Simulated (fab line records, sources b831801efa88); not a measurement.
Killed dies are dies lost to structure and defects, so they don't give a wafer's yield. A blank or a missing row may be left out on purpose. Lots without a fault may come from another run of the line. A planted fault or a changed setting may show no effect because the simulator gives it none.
One fault seen from 2 desks | flow gf180mcu | each desk has only its own numbers; what lay behind them comes last

THE METROLOGY DESK
What the gauges read, lot by lot, whatever tool the lot ran on: means of the sampled wafers that have a number. A lot is out of limits, marked OUT, if its mean lies more than 4 standard deviations from the usual mean; the brackets give that distance.
Columns: A = M3_ALCU_THK at GF_M3_THK_MEAS_06, usual 450 nm; B = cd_nm at GF_V3_CD_MEAS_14, usual 259.4 nm
lot  | first seen here | A   | B
L999 | day 20 14:19    | 451 | 260.3
L100 | day 21 00:36    | 449 | 258.3
L101 | day 21 13:34    | 448 | 259.8
L104 | day 22 03:53    | 448 | 257.6
L105 | day 22 18:19    | 463 | 259.3
L107 | day 23 11:06    | 449 | 257.8
L108 | day 23 13:33    | 442 | 258.3
L110 | day 24 05:03    | 461 | 259.2
L115 | day 25 19:40    | 463 | 259.8
L116 | day 26 06:27    | 451 | 260.2
L117 | day 26 19:55    | 446 | 260.0
L118 | day 26 20:45    | 451 | 259.9
L119 | day 27 02:06    | 448 | 258.5
L121 | day 27 21:50    | 452 | 258.7
This desk's finding: nothing out of limits on any of the 14 lots.

THE TOOL OWNER'S DESK: litho_track-03
The tool's own readings at GF_M4_DEVELOP_13 (develop time 60 s): means of the sampled wafers that have a number, for each lot that ran on this tool. A lot is out of limits, marked OUT, if its mean lies more than 4 standard deviations from the usual mean; the brackets give that distance.
Columns: A = developer_temp_C at GF_M4_DEVELOP_13, usual 21.02 C
lot  | first seen here | A
L100 | day 24 00:06    | 21.02
L104 | day 25 01:20    | 21.24
L105 | day 25 15:53    | 21.11
L107 | day 26 07:09    | 20.94
L115 | day 28 11:36    | 21.91 (+9.4) OUT
L116 | day 28 22:03    | 21.92 (+9.6) OUT
L117 | day 29 10:06    | 21.85 (+8.8) OUT
This desk's finding: out of limits on L115, L116, L117; first on L115, day 28 11:36 (developer_temp_C at GF_M4_DEVELOP_13). In limits: L100, L104, L105, L107.

PUT TOGETHER
The tool owner's desk could have raised an alarm at day 28 11:36, on L115, L116, L117.
The metrology desk saw nothing out of limits.
The metrology desk has L115, L116, L117 on record, within its limits.
Of the lots named, all ran GF_M4_DEVELOP_13 on litho_track-03.

WHAT THE SIMULATOR HAD PUT IN
Process parameter drift: litho_track-03, from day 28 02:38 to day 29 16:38, at GF_M4_DEVELOP_13. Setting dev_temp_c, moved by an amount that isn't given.
Lots struck among those shown: L115, L116, L117.
Hours from the fault's start to each desk's first reading out of limits: the tool owner's desk, 9.
